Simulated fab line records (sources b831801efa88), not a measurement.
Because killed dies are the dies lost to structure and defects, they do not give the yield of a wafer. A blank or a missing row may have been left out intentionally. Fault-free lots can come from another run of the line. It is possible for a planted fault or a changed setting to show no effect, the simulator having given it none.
Comparing a struck lot with a sound one + flow sky130 + 17 out of 708 route steps
Sound: wafers L725.2, L725.3, L725.5. Wafers L728.3, L728.4, L728.5 were the ones struck. The cause comes at the end.
For every step that has rows: the tool of each side, followed by ch and its chambers, followed by its first start. Under that, the readings that differ: sound wafers + struck wafers + difference of the means + sigmas: that difference in standard deviations of wafers without a fault.
alike: a reading whose means differ by less than 2 such deviations, as well as words and numbers matching on both sides. not compared: withheld readings; readings where some wafer has no value; bounds like >300 that might hide an equal value; numbers whose values overlap and for which the record gives no deviation.
The two part at a step that has a row with sigmas, a row that says differs or no value, or rows on one side only. Numbers that don't overlap but have no deviation are shown without sigmas and don't part them. A reading missing from all wafers of one side parts the sides only when that side holds two or more wafers.

SKY_LDD_P_OVL_MEAS_08:
  sound on overlay-02, day 20 12:23; struck on overlay-02, day 21 13:43
  alike: LDD_P_OVL
after that, 1 step had no rows for these wafers: SKY_LDD_P_IMPLANT_09.
SKY_LDD_P_STRIP_10: strips in O2/N2.
  sound on plasma asher-02 ch 0, day 20 12:34; struck on plasma asher-02 ch 0,1, day 21 13:56
  alike: drypump motor current A, oes product au, strip time to endpoint s
  not compared: rf hours counter h
SKY_LDD_P_TW_MEAS_11:
  sound on film metro-01, day 20 12:40; struck on film metro-01, day 21 14:01
  alike: LDD_P_TW
then, 7 steps without rows for these wafers: SKY_LDD_HVN_DEHYDRATE_00 (time 60 s); SKY_LDD_HVN_HMDS_01 (prime time 60 s); SKY_LDD_HVN_COAT_02 (resist thk 300 nm); SKY_LDD_HVN_SOFTBAKE_03 (time 60 s); SKY_LDD_HVN_EXPOSE_04 (exposes mask HVNTM, target cd 700 nm); SKY_LDD_HVN_PEB_05; SKY_LDD_HVN_DEVELOP_06 (develop time 60 s).
SKY_LDD_HVN_OVL_MEAS_07:
  sound on overlay-01, day 21 19:11; struck on overlay-01, day 22 19:56
  alike: LDD_HVN_OVL
SKY_LDD_HVN_IMPLANT_08:
  sound on implanter-01 ch 0, day 21 19:15; struck on implanter-03 ch 0, day 22 20:01
SKY_LDD_HVN_STRIP_09: strips in O2/N2.
  sound on plasma asher-03 ch 0,1, day 21 19:22; struck on plasma asher-04 ch 0,1, day 22 20:09
  alike: drypump motor current A, oes product au, strip time to endpoint s
  not compared: rf hours counter h
SKY_LDD_HVN_TW_MEAS_10:
  sound on film metro-03, day 21 19:29; struck on film metro-03, day 22 20:14
| reading    | sound          | struck         | difference | sigmas |
|------------|----------------|----------------|------------|--------|
| LDD_HVN_TW | 1443 1441 1437 | 1394 1390 1390 | -49        | -3     |
then, 1 step without rows for these wafers: SKY_LDD_HVP_DEHYDRATE_00 (time 60 s).
-- record jumps: 25 days separate the struck wafers' starts on either side; left off in module LDD_HVP, taken up again in module PAD_OPEN, whose first shown step is the route's number 708 --
SKY_PAD_OPEN_PROBE_99:
  sound on prober-01, day 46 21:50; struck on prober-01, day 47 12:59
| reading                                        | sound                | struck               | difference | sigmas |
|------------------------------------------------|----------------------|----------------------|------------|--------|
| model.etest.tip_n_5v.rs ohm sq                 | 1369 1376 1381       | 1661 1659 1663       | +286       |        |
| model.etest.tip_n_5v.rs ohm sq range           | 36.47 23.68 21.4     | 221.4 233.9 241.8    | +205.2     |        |
| model.etest.tip_n_5v.rs ohm sq rim less centre | 22.83 6.762 6.975    | -96.12 -111 -111.6   | -118.43    |        |
| model.etest.nfet g5v0d10v5.r on ohm um         | 1882 1844 1862       | 1888 1909 1908       | +39        |        |
| model.etest.nfet g5v0d10v5.vt sat v (V)        | 0.7397 0.7478 0.7561 | 0.7882 0.7768 0.7795 | +0.0336    |        |
  alike: killed_at_M0_to_M3, killed_at_M4_up, killed at contacts, killed at front end, killed at other, killed dies, killed on rim, killed open, killed short
  not compared: model.etest.nfet g5v0d10v5.vt v range

== WHERE THEY PART ==
Only at SKY_LDD_HVN_TW_MEAS_10, as far as this record shows. Later steps at which nothing parts them and some readings are alike: SKY_PAD_OPEN_PROBE_99.

WHY: what had been put in by the simulator
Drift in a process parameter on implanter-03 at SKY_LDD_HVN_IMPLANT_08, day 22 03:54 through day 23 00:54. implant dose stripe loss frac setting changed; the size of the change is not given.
